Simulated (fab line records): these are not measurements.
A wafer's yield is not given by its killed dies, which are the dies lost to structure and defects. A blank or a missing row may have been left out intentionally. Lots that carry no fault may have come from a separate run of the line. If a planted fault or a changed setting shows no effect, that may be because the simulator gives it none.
A lot that was struck, set against a sound lot | flow sky130 | 14 steps out of a route of 708
Sound: wafers L812.3, L812.5, L812.6. The struck wafers were L799.1, L799.5, L799.6. At the end, the cause is stated.
For every step that has rows: the tool of each side, followed by ch and its chambers, followed by its first start. Under that, the readings that differ: sound wafers | struck wafers | difference of the means | sigmas: that difference in standard deviations of wafers without a fault.
alike: readings whose means differ by less than 2 such deviations, and words and numbers that are the same on both sides. not compared: withheld readings, readings that some wafer has no value for, bounds like >300 that may hide the same value, and numbers for which the record gives no deviation and whose values overlap.
The two part at a step that has a row with sigmas, a row that says differs or no value, or rows on one side only. Numbers that have no deviation but don't overlap get no sigmas and don't part them. A reading that every wafer of one side lacks parts them only if that side has two wafers or more.

SKY_VIA2_CD_MEAS_12: the cd target is 200 nm.
  sound on cd-sem-01, day 41 09:20; struck on cd-sem-01, day 37 19:37
  reading    | sound             | struck            | difference | sigmas
  cd-nm (nm) | 199.4 197.7 197.2 | 200.8 201.3 201.8 | +3.2       | +2
SKY_VIA2_OVL_MEAS_13:
  sound on overlay-02, day 41 09:26; struck on overlay-01, day 37 19:44
  alike: VIA2_OVL
SKY_VIA2_ETCH_14: etches BARC in N2/H2, stops on SiO2, time 45.9 s, target depth 60 nm.
  sound on rie-diel-04 ch 1,2, day 41 09:27; struck on rie-diel-02 ch 1,2,3, day 37 19:46
  alike: drypump-motor-current-A, oes-product-au, throttle-valve-pct
  not compared: rf-hours-counter-h
SKY_VIA2_ETCH_15: etches SiO2 in C4F8/O2/Ar, stops on TiN, target depth 546 nm, time 84 s.
  sound on rie-diel-04 ch 1,2, day 41 09:29; struck on rie-diel-02 ch 1,2,3, day 37 19:49
  alike: oes-product-au
  not compared: rf-hours-counter-h
SKY_VIA2_STRIP_16: strips in O2/N2.
  sound on plasma-asher-02 ch 0,1, day 41 09:35; struck on plasma-asher-02 ch 0,1, day 37 19:53
  alike: drypump-motor-current-A, oes-product-au, strip-time-to-endpoint-s
  not compared: rf-hours-counter-h
then, 3 steps without rows for these wafers: SKY_VIA2_STRIP_17 (strips in post etch residue remover, time 1200 s); SKY_VIA2_CLEAN_18 (cleans in IPA, time 180 s); SKY_VIA2_CLEAN_19 (cleans in O3/DIW).
SKY_VIA2_SPUTTER_20: material TiN, target thk 20 nm, time 80 s.
  sound on pvd-sputter-02, day 41 10:13; struck on pvd-sputter-01, day 37 20:29
  alike: throttle-valve-pct
SKY_VIA2_CVD_21: deposits W, target thk 420 nm, time 126.4 s.
  sound on cvd-w-01 ch 0,1, day 41 10:20; struck on cvd-w-02 ch 0,1, day 37 20:32
  alike: heater-power-w
  not compared: since-wet-clean-h
SKY_VIA2_RS_MEAS_22: measures by four-point-probe.
  sound on film-metro-02, day 41 10:27; struck on film-metro-03, day 37 20:40
  reading            | sound             | struck            | difference | sigmas
  VIA2_W_RS (ohm/sq) | 0.278 0.273 0.276 | 0.270 0.265 0.272 | -0.007     | -2
SKY_VIA2_THK_MEAS_23: measures by xrf.
  sound on film-metro-02, day 41 10:33; struck on film-metro-03, day 37 20:47
  alike: VIA2_W_THK
SKY_VIA2_CMP_24: polishes, stops on SiO2, t overpolish 20 s, target thk 0 nm.
  sound on cmp-01 ch 0,1,2, day 41 10:47; struck on cmp-02 ch 0,3, day 37 20:54
  reading                      | sound                | struck            | difference | sigmas
  overpolish-run-s (s)         | 20.002 20.010 20.014 | 0.034 0.036 0.036 | -19.973    | -99 or more
  retaining-ring-pressure-frac | 0.990 0.990 1.001    | 1.002 1.005 1.004 | +0.010     | +2
  time-to-endpoint-s (s)       | 100 103 97           | 159 161 158       | +59        | +13
  alike: motor-current-A, slurry-filter-dp-kPa
-- the record jumps here: 9 days lie between the struck wafers' starts before and after (it left off in module VIA2 and takes up again in module PAD_OPEN, whose first step shown is number 708 of the route) --
SKY_PAD_OPEN_PROBE_99:
  record: rows for the struck wafers here (prober-02, day 46 22:10), none for the sound ones

## WHERE THEY PART
At SKY_VIA2_CD_MEAS_12 first; at SKY_PAD_OPEN_PROBE_99 last (within this record only).

WHY: whatever the simulator had introduced
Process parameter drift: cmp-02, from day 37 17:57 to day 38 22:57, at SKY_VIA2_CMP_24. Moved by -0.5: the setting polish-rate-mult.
